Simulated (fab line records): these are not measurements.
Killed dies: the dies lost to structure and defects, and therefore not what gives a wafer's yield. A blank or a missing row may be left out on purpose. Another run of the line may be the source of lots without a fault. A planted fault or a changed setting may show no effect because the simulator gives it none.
fab line records    flow gf180mcu
record: lots: 12  wafers: 34  lastDay: 35
route steps=602 shown STI@15 LVPWELL@63 MVSD@76 CONTACT@309
lots with no fault: from the same line, run without faults
startH: hours from the record's opening day to when the first of the lot's shown wafers began    waitH: how many hours have passed since the lot's step before this one    " same as the row above    L1.1+2: several wafers, shown together as one row    - either no value or no given start    * or withheld: withheld    < > ~ a bound
route shown NAME@n: a module of which the file shows steps, and the number in the route of the first    usual: the fault-free wafers' mean and standard deviation    same: alike in all rows    chamber/n: place in a boat    sites: the reading at each site    _std_site: how widely they spread, as a standard deviation    _edge_site: the outer-site mean with the inner-site mean subtracted    radiusMm: for every site, how far away it sits from the centre of the wafer    mask NAME#n: copy n    behind: the tool/chamber that last shaped the wafer    hold: the reason the lot was held/the length of the hold in hours/how it ended    device: which transistor (n, p or np) failed to switch    end of line: tests run on the same wafers once the route is complete    a step with no rows: only its recipe    killed: not the wafer's yield, but the dies lost to structure and defects at the first sort    map: a wafer's dies, x killed, . not, _ none there
set.NAME: the setting that was run; set.NAME@STEP: the one run at that earlier step    model.NAME: the simulator's own value behind a step, which no gauge read
steps of the route over a sample of lots; a table a step, a row a wafer
services: from which hour (startH, from the record's first day; less than 0 if before it) a tool's chamber was out of use, for how many hours, and why
== steps ==
step: GF_STI_ETCH_14
recipe: target: Si  chemistry: HBr/Cl2/O2  targetDepthNm: 360  icpW: 600  biasW: 150  pressureMtorr: 15  HBr_flow_sccm: 150  Cl2_flow_sccm: 40  O2_flow_sccm: 6  timeS: 102.9
usual: biasW: 150.1/0.45  chamberPressureMTorr: 15.000/0.014  drypumpMotorCurrentA: 5.5/0.4  heBacksideLeakSccm: 2.65/0.24  oesProductAu: 1.001/0.007  rfFwdPowerW: 596.6/1.8  throttleValvePct: 25.654/0.009
lot.wafer  tool      chamber  startH  waitH  biasW  chamberPressureMTorr  drypumpMotorCurrentA  heBacksideLeakSccm  oesProductAu  rfFwdPowerW  rfHoursCounterH  throttleValvePct
L122.1     rieSi-01  2        28.28   0.0    149.7  15.019                5.9                   2.60                1.007         596.4        1                25.668
L122.2     "         1        "       "      150.0  14.992                5.2                   2.41                0.996         596.6        1                25.663
L122.3     "         3        "       "      149.8  14.995                5.8                   2.60                0.993         596.8        160              25.666
L123.1     rieSi-01  0        30.83   0.0    150.0  15.005                5.0                   2.84                1.003         597.6        27               25.647
L123.2     "         3        "       "      149.9  14.976                5.8                   2.84                1.002         594.4        160              25.647
L123.5     "         3        "       "      149.6  15.006                5.8                   2.78                1.006         594.0        -                25.653
L125.3     rieSi-02  2        41.68   0.0    149.7  14.974                5.9                   2.33                0.986         593.9        0                25.646
L125.5     "         1        "       "      149.8  14.992                5.9                   2.40                1.013         596.1        -                25.650
L125.6     "         2        "       "      150.4  15.004                5.9                   2.21                1.001         595.5        -                25.667
L127.2     rieSi-01  0        52.53   0.0    149.2  14.999                5.0                   2.67                1.004         596.1        27               25.656
L127.3     "         1        "       "      150.4  15.017                5.2                   2.53                0.994         599.4        1                25.660
L127.5     "         0        "       "      150.4  14.993                5.0                   2.79                0.984         597.0        -                25.659
L128.1     rieSi-01  1        56.78   0.0    150.5  14.983                5.2                   2.34                0.996         597.2        1                25.650
L128.3     "         2        "       "      150.7  14.989                5.9                   2.68                0.994         595.1        2                25.651
L128.4     "         0        "       "      149.9  15.012                5.0                   3.03                0.990         599.4        -                25.655
L129.1     rieSi-01  1        62.27   0.0    149.9  15.011                5.2                   2.25                1.002         595.5        1                25.652
L129.2     "         2        "       "      150.3  15.006                6.0                   2.90                0.996         595.1        2                25.654
L129.3     "         0        "       "      150.7  14.966                5.0                   2.73                1.004         598.0        27               25.642
L131.2     rieSi-02  2        72.13   0.0    150.4  15.010                5.9                   2.40                1.003         595.1        0                25.645
L131.3     "         1        "       "      150.3  15.000                5.9                   2.47                1.007         596.1        -                25.655
L131.5     "         1        "       "      150.9  14.996                5.9                   2.64                1.012         593.5        -                25.647
L137.2     rieSi-01  2        103.70  0.0    150.6  15.014                6.0                   2.82                0.995         596.7        2                25.664
L137.5     "         0        "       "      149.8  15.007                5.0                   2.79                0.992         599.1        -                25.653
L138.3     rieSi-01  0        108.38  0.0    150.9  15.016                5.0                   2.92                0.995         595.8        28               25.644
L138.6     "         3        "       "      149.8  15.001                5.8                   2.60                0.996         595.5        -                25.672
L143.2     rieSi-01  2        135.03  0.0    150.3  14.992                5.9                   2.90                1.006         596.0        2                25.660
L143.4     "         0        "       "      150.0  15.004                5.0                   2.86                1.006         598.1        28               25.656
L143.6     "         1        "       "      150.3  14.999                5.2                   2.33                1.002         599.2        -                25.664
L144.2     rieSi-01  1        140.67  0.0    149.9  15.027                5.2                   2.32                1.010         597.0        2                25.635
L144.3     "         0        "       "      150.2  15.010                5.0                   2.98                1.007         598.3        29               25.655
L144.5     "         1        "       "      150.3  14.988                5.2                   2.46                1.006         597.0        -                25.653
L145.2     rieSi-02  0        144.47  0.0    149.9  15.009                5.1                   2.59                1.002         599.1        54               25.636
L145.3     "         1        "       "      149.8  15.017                5.9                   2.44                1.008         596.4        89               25.663
L145.6     "         0        "       "      150.1  15.013                5.1                   2.63                1.001         596.4        -                25.660
step: GF_LVPWELL_IMPLANT_09
recipe: species: B  energyKev: 60  doseCm2: 5e+12  tiltDeg: 0
usual: tiltDeg: 0.005/0.017
lot.wafer  tool          chamber  startH  waitH  tiltDeg
L122.1     implanter-04  0        72.30   0.1    0.006
L122.2     "             0        "       "      0.021
L122.3     "             0        "       "      -0.002
L123.1     implanter-04  0        76.67   0.1    0.012
L123.2     "             0        "       "      0.010
L123.5     "             0        "       "      0.015
L125.3     implanter-02  0        87.26   0.1    0.016
L125.5     "             0        "       "      0.010
L125.6     "             0        "       "      0.006
L127.2     implanter-02  0        99.99   0.1    0.019
L127.3     "             0        "       "      0.015
L127.5     "             0        "       "      0.008
L128.1     implanter-02  0        104.91  0.1    -0.004
L128.3     "             0        "       "      -0.006
L128.4     "             0        "       "      0.000
L129.1     implanter-02  0        109.62  0.1    0.001
L129.2     "             0        "       "      0.020
L129.3     "             0        "       "      -0.018
L131.2     implanter-02  0        122.00  0.1    -0.038
L131.3     "             0        "       "      -0.029
L131.5     "             0        "       "      -0.022
L137.2     implanter-02  0        155.85  0.1    -0.004
L137.5     "             0        "       "      -0.006
L138.3     implanter-02  0        161.87  0.1    -0.007
L138.6     "             0        "       "      0.005
L143.2     implanter-04  0        190.84  0.1    0.060
L143.4     "             0        "       "      0.014
L143.6     "             0        "       "      0.004
L144.2     implanter-03  0        196.34  0.1    0.016
L144.3     "             0        "       "      -0.010
L144.5     "             0        "       "      0.041
L145.2     implanter-03  0        200.68  0.1    -0.004
L145.3     "             0        "       "      -0.020
L145.6     "             0        "       "      0.001
step: GF_MVSD_STRIP_10
recipe: chemistry: O2/N2  powerW: 1400  pressureMtorr: 1500  platenTempC: 250  o2FlowSccm: 3000  n2FlowSccm: 300  overashFraction: 0.5
usual: chamberPressureMTorr: 1500.2/1.4  drypumpMotorCurrentA: 5.58/0.26  heaterPowerW: 329/36  oesProductAu: 0.723/0.0045  stripTimeToEndpointS: 36.96/0.1
lot.wafer  tool            chamber  startH  waitH  chamberPressureMTorr  drypumpMotorCurrentA  heaterPowerW  oesProductAu  rfHoursCounterH  stripTimeToEndpointS
L122.1     plasmaAsher-03  0        86.96   0.1    1500.3                5.70                  331           0.726         23               36.98
L122.2     "               1        "       "      1500.1                5.49                  281           0.721         23               36.87
L122.3     "               1        "       "      1501.8                5.51                  275           0.722         -                36.88
L123.1     plasmaAsher-01  1        91.29   0.1    1498.1                5.26                  332           0.726         44               36.95
L123.2     "               0        "       "      1499.3                5.57                  376           0.724         44               37.03
L123.5     "               0        "       "      1500.8                5.57                  378           0.720         -                36.90
L125.3     plasmaAsher-03  0        103.14  0.1    1500.9                5.73                  334           0.729         -                36.89
L125.5     "               0        "       "      1500.7                5.71                  335           0.722         -                36.85
L125.6     "               1        "       "      1500.7                5.52                  279           0.718         -                36.90
L127.2     plasmaAsher-01  0        115.56  0.1    1499.9                5.58                  375           0.721         48               36.78
L127.3     "               0        "       "      1498.6                5.58                  379           0.723         -                36.73
L127.5     "               0        "       "      1500.7                5.59                  377           0.722         -                36.73
L128.1     plasmaAsher-01  1        120.36  0.1    1500.5                5.28                  323           0.728         49               36.95
L128.3     "               0        "       "      1499.4                5.57                  390           0.713         -                37.00
L128.4     "               1        "       "      1496.2                5.27                  325           0.715         -                37.00
L129.1     plasmaAsher-03  0        125.82  0.1    1499.9                5.75                  334           0.718         27               36.74
L129.2     "               1        "       "      1498.6                5.50                  279           0.724         27               36.88
L129.3     "               1        "       "      1501.7                5.52                  275           0.731         -                36.79
L131.2     plasmaAsher-02  0        138.11  0.1    1501.9                5.27                  341           0.720         46               36.98
L131.3     "               1        "       "      1499.2                6.20                  369           0.725         -                37.04
L131.5     "               1        "       "      1499.6                6.20                  369           0.723         -                37.02
L137.2     plasmaAsher-01  0        173.32  0.1    1500.9                5.58                  385           0.721         54               36.86
L137.5     "               1        "       "      1499.9                5.27                  325           0.723         -                36.78
L138.3     plasmaAsher-01  1        179.04  0.1    1500.6                5.25                  322           0.730         -                36.98
L138.6     "               1        "       "      1498.5                5.25                  327           0.716         -                36.93
L143.2     plasmaAsher-03  0        208.86  0.1    1500.0                5.75                  324           0.714         36               36.97
L143.4     "               0        "       "      1501.1                5.69                  328           0.718         -                36.96
L143.6     "               0        "       "      1500.2                5.73                  331           0.728         -                37.02
L144.2     plasmaAsher-02  1        214.02  0.1    1499.9                6.19                  368           0.724         53               36.94
L144.3     "               0        "       "      1500.8                5.26                  337           0.715         -                37.01
L144.5     "               1        "       "      1496.6                6.19                  358           0.716         -                36.93
L145.2     plasmaAsher-03  0        219.66  0.1    1499.7                5.72                  336           0.732         38               37.01
L145.3     "               0        "       "      1498.7                5.73                  328           0.720         -                36.97
L145.6     "               1        "       "      1501.4                5.53                  282           0.721         -                37.03
step: GF_VT_IMPLANT_RS_MEAS_48
recipe: thkMeasGauge: four-point-probe
usual: LVPWELL_RS: 1197/3.4
lot.wafer  tool          chamber  startH  waitH  LVPWELL_RS[ohm/sq]
L122.1     filmMetro-04  -        165.97  0.1    1206
L122.2     "             -        "       "      1201
L122.3     "             -        "       "      1199
L123.1     filmMetro-02  -        171.01  0.1    1196
L123.2     "             -        "       "      1196
L123.5     "             -        "       "      1198
L125.3     filmMetro-04  -        184.61  0.1    1201
L125.5     "             -        "       "      1203
L125.6     "             -        "       "      1197
L127.2     filmMetro-02  -        198.43  0.1    1195
L127.3     "             -        "       "      1196
L127.5     "             -        "       "      1195
L128.1     filmMetro-02  -        205.17  0.1    1200
L128.3     "             -        "       "      1198
L128.4     "             -        "       "      1201
L129.1     filmMetro-02  -        212.78  0.1    1201
L129.2     "             -        "       "      1201
L129.3     "             -        "       "      1202
L131.2     filmMetro-01  -        225.29  0.1    1189
L131.3     "             -        "       "      1189
L131.5     "             -        "       "      1195
L137.2     filmMetro-02  -        265.89  0.1    1196
L137.5     "             -        "       "      1231
L138.3     filmMetro-04  -        271.86  0.1    1234
L138.6     "             -        "       "      1199
L143.2     filmMetro-04  -        307.29  0.1    1200
L143.4     "             -        "       "      1197
L143.6     "             -        "       "      1197
L144.2     filmMetro-04  -        312.54  0.1    1197
L144.3     "             -        "       "      1198
L144.5     "             -        "       "      1198
L145.2     filmMetro-04  -        320.68  0.1    1202
L145.3     "             -        "       "      1203
L145.6     "             -        "       "      1203
step: GF_CONTACT_SPUTTER_22
recipe: material: Ti  targetThkNm: 15  chamberPressurePa: 5  powerW: 2500  substrateTempC: 200  timeS: 80.02
usual: substrateTempC: 199.98/0.18  throttleValvePct: 29.9/0.87
lot.wafer  tool           chamber  startH  waitH  substrateTempC  throttleValvePct
L122.1     pvdSputter-04  -        380.09  0.0    200.33          28.5
L122.2     "              -        "       "      199.85          31.2
L122.3     "              -        "       "      200.24          29.5
L123.1     pvdSputter-03  -        387.20  0.0    199.99          29.8
L123.2     "              -        "       "      199.66          27.7
L123.5     "              -        "       "      199.80          30.2
L125.3     pvdSputter-03  -        402.74  0.0    199.88          27.8
L125.5     "              -        "       "      200.02          29.6
L125.6     "              -        "       "      199.96          27.7
L127.2     pvdSputter-04  -        419.36  0.0    199.96          28.6
L127.3     "              -        "       "      199.81          30.3
L127.5     "              -        "       "      199.89          30.0
L128.1     pvdSputter-01  -        433.95  0.0    200.21          30.1
L128.3     "              -        "       "      199.85          30.6
L128.4     "              -        "       "      199.84          29.9
L129.1     pvdSputter-04  -        442.69  0.0    199.92          31.2
L129.2     "              -        "       "      199.68          28.6
L129.3     "              -        "       "      199.99          29.7
L131.2     pvdSputter-03  -        459.14  0.0    200.02          30.5
L131.3     "              -        "       "      200.21          29.3
L131.5     "              -        "       "      199.78          27.7
L137.2     pvdSputter-01  -        508.35  0.0    200.11          30.6
L137.5     "              -        "       "      200.05          29.6
L138.3     pvdSputter-01  -        515.01  0.0    200.24          29.8
L138.6     "              -        "       "      199.77          29.8
L143.2     pvdSputter-03  -        556.79  0.0    199.96          29.6
L143.4     "              -        "       "      200.02          30.2
L143.6     "              -        "       "      199.70          29.7
L144.2     pvdSputter-01  -        564.54  0.0    200.01          30.5
L144.3     "              -        "       "      199.78          29.8
L144.5     "              -        "       "      200.06          29.5
L145.2     pvdSputter-04  -        568.89  0.0    200.08          28.5
L145.3     "              -        "       "      199.89          29.9
L145.6     "              -        "       "      199.92          31.3
== services ==
tool            chamber  startH  hours  kind
plasmaAsher-03  -        4.75    1.8    repair
plasmaAsher-03  -        10.15   14.0   repair
implanter-02    -        32.28   4.4    pm
implanter-02    -        38.70   2.4    repair
implanter-02    -        39.29   2.1    repair
rieSi-01        0        83.03   1.2    repair
rieSi-01        -        88.81   0.5    repair
implanter-02    -        90.47   2.2    pm
implanter-02    -        110.58  8.4    repair
implanter-02    -        116.91  3.2    repair
rieSi-01        -        198.10  0.5    repair
implanter-02    -        220.64  3.4    repair
plasmaAsher-03  -        251.21  5.1    repair
rieSi-01        -        298.89  62.6   repair
implanter-02    -        310.62  3.5    repair
implanter-02    -        320.00  18.8   pm
plasmaAsher-03  -        321.73  0.8    repair
rieSi-01        -        361.49  4.3    pm
implanter-02    -        434.32  1.0    repair
rieSi-01        1        479.90  2.6    repair
rieSi-01        -        503.91  2.8    pm
plasmaAsher-03  -        505.52  0.7    repair
implanter-02    -        521.28  5.1    pm
implanter-02    -        536.97  0.5    repair
== key ==
firstSign: step: GF_VT_IMPLANT_RS_MEAS_48  reading: LVPWELL_RS  direction: up  sigmas: 10  usual: 1197  struck: 1232
effect none on later readings
metAt GF_LVPWELL_IMPLANT_09
struckLots L137,L138
struckWafers L137.5,L138.3
testerLeftOut L137,L138
notActingAt GF_STI_ETCH_14,GF_MVSD_STRIP_10,GF_CONTACT_SPUTTER_22
onsetBetween 122.00 155.85
fault: kind: processParameterDrift  tool: implanter-02  chamber: -  onsetH: 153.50  steps: GF_LVPWELL_IMPLANT_09  channel: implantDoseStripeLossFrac  offset: 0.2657  shape: step  endH: 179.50  scope: struckWafersOnly
testerLeftOut: of these lots the tester's yield and bins aren't shown, on N5 and GAA mostly nor the transistor test; their killed dies are dies lost to structure and defects alone, not to doping, threshold or leakage, so they don't give the yield
